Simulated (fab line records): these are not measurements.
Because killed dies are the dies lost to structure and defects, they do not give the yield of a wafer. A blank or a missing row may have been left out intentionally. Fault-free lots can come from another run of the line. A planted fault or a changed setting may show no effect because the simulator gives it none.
A lot that was struck, set against a sound lot -- flow sky130 -- 17 steps out of a route of 708
Sound: wafers L184.2, L184.3, L184.4. Struck: wafer L196.2. (L196.3 of the same lot was not struck and is left out.) The cause comes at the end.
Order at every step that has rows: each side's tool, ch and its chambers, its first start. Under that, the readings that differ: sound wafers -- struck wafers -- difference of the means -- sigmas: that difference in standard deviations of wafers without a fault.
alike: readings whose means differ by less than 2 such deviations, and words and numbers that are the same on both sides. not compared: withheld readings, readings that some wafer has no value for, bounds like >300 that may hide the same value, and numbers for which the record gives no deviation and whose values overlap.
The two part at a step that has a row with sigmas, a row that says differs or no value, or rows on one side only. When numbers do not overlap yet have no deviation, they are printed without sigmas and do not part them. Lack of a reading on every wafer of one side parts them only where that side has two or more wafers.

SKY_SPACER_THK_MEAS_01:
  sound on film-metro-02, day 24 04:04; struck on film-metro-04, day 28 15:52
  alike: SPACER_CVD_00_THK
SKY_SPACER_ETCHBACK_02: etches Si3N4 in CH3F/O2, stops on SiO2, time 46.7 s, target depth 45 nm.
  sound on rie-diel-01 ch 0,1,2, day 24 04:07; struck on rie-diel-01 ch 2, day 28 15:55
reading,sound,struck,difference,sigmas
rf-hours-counter-h (h),14 67 8,1,-29,
  alike: ch3f-flow-sccm, drypump-motor-current-A, oes-product-au, throttle-valve-pct
then, 8 steps without rows for these wafers: SKY_POLY_CUT_DEHYDRATE_00 (time 60 s); SKY_POLY_CUT_HMDS_01 (prime time 60 s); SKY_POLY_CUT_COAT_02 (resist thk 60 nm); SKY_POLY_CUT_COAT_03 (resist thk 450 nm); SKY_POLY_CUT_SOFTBAKE_04 (time 90 s); SKY_POLY_CUT_EXPOSE_05 (exposes mask NPCM, target cd 270 nm); SKY_POLY_CUT_PEB_06; SKY_POLY_CUT_DEVELOP_07 (develop time 60 s).
SKY_POLY_CUT_CD_MEAS_08: target cd 270 nm.
  sound on cd-sem-01, day 25 09:02; struck on cd-sem-01, day 29 19:37
  alike: cd-nm
SKY_POLY_CUT_OVL_MEAS_09:
  sound on overlay-02, day 25 09:09; struck on overlay-01, day 29 19:43
  alike: POLY_CUT_OVL
SKY_POLY_CUT_ETCH_10: etches BARC in N2/H2, stops on SiO2, time 45.9 s, target depth 60 nm.
  sound on rie-diel-02 ch 0,1,2, day 25 09:11; struck on rie-diel-03 ch 1, day 29 19:44
reading,sound,struck,difference,sigmas
model.KrF-thick_of_POLY_CUT_COAT_03.thk-nm (nm),407.6 408.1 409,397.4,-10.8,
model.POLY_CUT.cd-nm (nm),272.1 271.9 274.1,275.8,+3.1,
model.SiO2_of_SONOS_ONO_CVD_04.thk-nm (nm),3.976 4.116 4.125,3.385,-0.687,
  alike: drypump-motor-current-A, oes-product-au, throttle-valve-pct
  not compared: rf-hours-counter-h
SKY_POLY_CUT_ETCH_11: etches Si3N4 in CF4/CH2F2/Ar, stops on poly-Si, time 42.5 s, target depth 60 nm.
  sound on rie-diel-02 ch 0,1,2, day 25 09:13; struck on rie-diel-03 ch 1, day 29 19:47
reading,sound,struck,difference,sigmas
oes-product-au (a.u.),0.821 0.823 0.824,0.836,+0.013,+2
model.POLY_CUT.cd-nm (nm),272.1 272 274,275.7,+3.0,
  alike: drypump-motor-current-A, throttle-valve-pct
  not compared: rf-hours-counter-h
SKY_POLY_CUT_STRIP_12: strips in O2/N2.
  sound on plasma-asher-04 ch 0,1, day 25 09:16; struck on plasma-asher-04 ch 1, day 29 19:50
reading,sound,struck,difference,sigmas
strip-time-to-endpoint-s (s),5.357 5.353 5.342,5.259,-0.092,-5
  alike: drypump-motor-current-A, oes-product-au
  not compared: rf-hours-counter-h
then, 2 steps without rows for these wafers: SKY_SD_P_DEHYDRATE_00 (time 60 s); SKY_PAD_OPEN_PROBE_99.

## WHERE THEY PART
At SKY_POLY_CUT_ETCH_11 first; at SKY_POLY_CUT_STRIP_12 last (within this record only).

WHY: the cause the simulator had injected
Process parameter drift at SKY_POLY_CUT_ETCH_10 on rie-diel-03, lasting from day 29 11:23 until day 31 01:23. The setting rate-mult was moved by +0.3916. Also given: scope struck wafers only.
